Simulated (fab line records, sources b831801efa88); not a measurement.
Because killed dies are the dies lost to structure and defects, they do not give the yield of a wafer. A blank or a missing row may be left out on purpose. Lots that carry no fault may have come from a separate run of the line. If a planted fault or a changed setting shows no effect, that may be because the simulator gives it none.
Problem report in the 8D (eight disciplines) form, filled by code ; flow gf180mcu ; the parts of the form that need people (team, actions taken, sign-off) are left out

1. WHAT IS WRONG
NSD_RS at GF_PSD_RS_MEAS_14 reads a mean of 48.18 ohm/sq on 6 wafers of 2 lots; wafers without a fault read 46.13 ohm/sq with a standard deviation of 0.081. Measured from the usual mean, that is +25 standard deviations.
The step: measures by four-point-probe.
First seen on wafer L285.3, day 18 03:40, on film_metro-03. The record has a number at this step for 36 wafers belonging to 12 lots. Rule for "out" (also "out of limits"): further than 4 standard deviations from the usual mean. The other wafers with a number count as sound.

2. WHAT IT IS AND WHAT IT IS NOT
question;is;is not
which readings at this step;NSD_RS;-
which lots;L285, L287;L274, L276, L283, L291, L292, L293, L294, L295, L296, L297
which wafers of those lots;all that have a number;-
read on which gauges;film_metro-02, film_metro-03;film_metro-01
when;from day 18 03:40;"up to then (9 sound wafers); but 21 sound wafers of L291, L292, L293, L294, L295, L296, L297 came after"

3. WHAT RULES OUT EACH SUSPECT
Counting: a tool at any process step up to the reading remains a suspect when it ran all the lots that are out and ran no sound lot after the first of those.
- ruled out: the gauge at GF_PSD_RS_MEAS_14. Those wafers that are out were read across 2 gauges (film_metro-02, film_metro-03).
- implanter-02 at GF_NSD_IMPLANT_10: ruled out as a lasting fault. Sound lots L297 ran on it after its first lot that is out, L285 (day 17 04:16).
Left after counting: nothing in the record.

4. THE CAUSE (what the simulator had put in)
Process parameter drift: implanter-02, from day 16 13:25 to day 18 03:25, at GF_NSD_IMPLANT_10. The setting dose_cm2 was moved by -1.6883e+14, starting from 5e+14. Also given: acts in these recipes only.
Counting ruled it out, wrongly: the rule takes a fault to strike every lot that its tool runs from its start on, and this one did not.

5. THE CHAIN OF EFFECTS, in route order
Rows list readings where the struck wafers' mean (over those with a number) sits beyond 3 standard deviations from the usual. Only readings for which the record gives a usual standard deviation are gone through. hours: the time from each lot's start at the first step in this table that gives one to its start at this step, as a median over the lots. sigmas: the change in usual standard deviations.
hours;step;reading;usual;on struck wafers;change;sigmas
0;GF_NSD_IMPLANT_10;dose_ions_cm2;5e+14;3e+14;-2e+14;-99 or more
0;GF_NSD_IMPLANT_10;faraday_current_uA;2792;1861;-931;-17
0;GF_NSD_STRIP_11;strip_time_to_endpoint_s;22.96 s;22.83;-0.13;-3.9
24;GF_PSD_RS_MEAS_14;NSD_RS;46.13 ohm/sq;48.18;+2.05;+25
It contains these process steps:
- GF_NSD_IMPLANT_10
- GF_NSD_STRIP_11: strips in O2/N2.

6. HOW IT WOULD HAVE BEEN CAUGHT EARLIER
Counted from the fault's start at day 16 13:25, it took 38 hours until the first out-of-limits reading at a measuring or inspecting step in this record, taken at day 18 03:40.
At GF_NSD_IMPLANT_10, the tool's own readings (dose_ions_cm2, faraday_current_uA) were out on each struck wafer the step has a row for, so an alarm limit on them would have fired on the first such wafer.
